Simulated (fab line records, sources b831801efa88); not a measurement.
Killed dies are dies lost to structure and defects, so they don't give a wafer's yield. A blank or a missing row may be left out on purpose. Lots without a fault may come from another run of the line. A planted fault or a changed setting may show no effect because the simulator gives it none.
Chamber matching | flow gf180mcu | GF_V1_CMP_04 on cmp-02: 4 sister chambers
The step polishes SiO2. 14 wafers are shown with their chamber, then 7 later ones without.

WAFERS WITH THEIR CHAMBER
wafer  | chamber | motor_current_A (A) | time_to_endpoint_s (s) | head_pressure_psi (psi)
L616.2 | 0       | 12.0                | 76                     | 3.998
L616.4 | 1       | 11.4                | 80                     | 3.995
L616.5 | 2       | 14.4                | 82                     | 4.004
L618.1 | 1       | 11.4                | 71                     | 3.989
L618.3 | 3       | 10.8                | 66                     | 4.002
L618.6 | 2       | 15.0                | 68                     | 3.987
L624.3 | 1       | 11.5                | 79                     | 3.996
L624.4 | 0       | 11.9                | 79                     | 4.009
L624.6 | 0       | 11.9                | 82                     | 3.997
L625.2 | 2       | 14.4                | 82                     | 4.001
L625.3 | 0       | 11.3                | 74                     | 3.995
L625.5 | 0       | 11.6                | 81                     | 4.003
L635.3 | 2       | 15.8                | 71                     | 3.986
L635.4 | 0       | 10.8                | 76                     | 4.000

SIGNATURES (means of the wafers above)
reading            | chamber 0 | chamber 1 | chamber 2 | chamber 3 | scatter within a chamber
motor_current_A    | 11.583    | 11.433    | 14.900    | 10.800    | 0.489
time_to_endpoint_s | 78.00     | 76.67     | 75.75     | 66.00     | 5.09
head_pressure_psi  | 4.00033   | 3.99333   | 3.99450   | 4.00200   | 0.00646
Rule: a wafer's distance from a chamber is the root of the sum, over the readings, of the square of ((its reading less the chamber's mean) divided by the reading's scatter). The wafer belongs to the nearest chamber; if the next one is less than 2 further off, it can't be placed. The scatter: the root of (the sum of the squares of (reading less its chamber's mean) over the shown wafers, divided by (wafers less chambers)).

WAFERS WITHOUT THEIR CHAMBER
wafer  | motor_current_A (A) | time_to_endpoint_s (s) | head_pressure_psi (psi)
L635.6 | 11.6                | 81                     | 3.998
L636.2 | 11.6                | 69                     | 4.002
L636.3 | 11.3                | 77                     | 4.004
L636.6 | 11.8                | 71                     | 3.997
L637.1 | 12.0                | 73                     | 3.992
L637.2 | 11.0                | 82                     | 4.011
L637.3 | 11.7                | 72                     | 3.996

WHICH CHAMBER EACH WENT THROUGH
wafer  | from the rows above          | in truth
L635.6 | can't be placed: 0 or 1      | 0
L636.2 | can't be placed: 3 or 0 or 1 | 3
L636.3 | can't be placed: 0 or 1 or 3 | 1
L636.6 | can't be placed: 1 or 0 or 3 | 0
L637.1 | can't be placed: 1 or 0 or 3 | 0
L637.2 | can't be placed: 0 or 1 or 3 | 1
L637.3 | can't be placed: 1 or 0 or 3 | 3
Placed correctly: 0 of 7. Can't be placed from these rows: 7 (the true chamber is among the candidates in 7). Placed wrongly: 0.
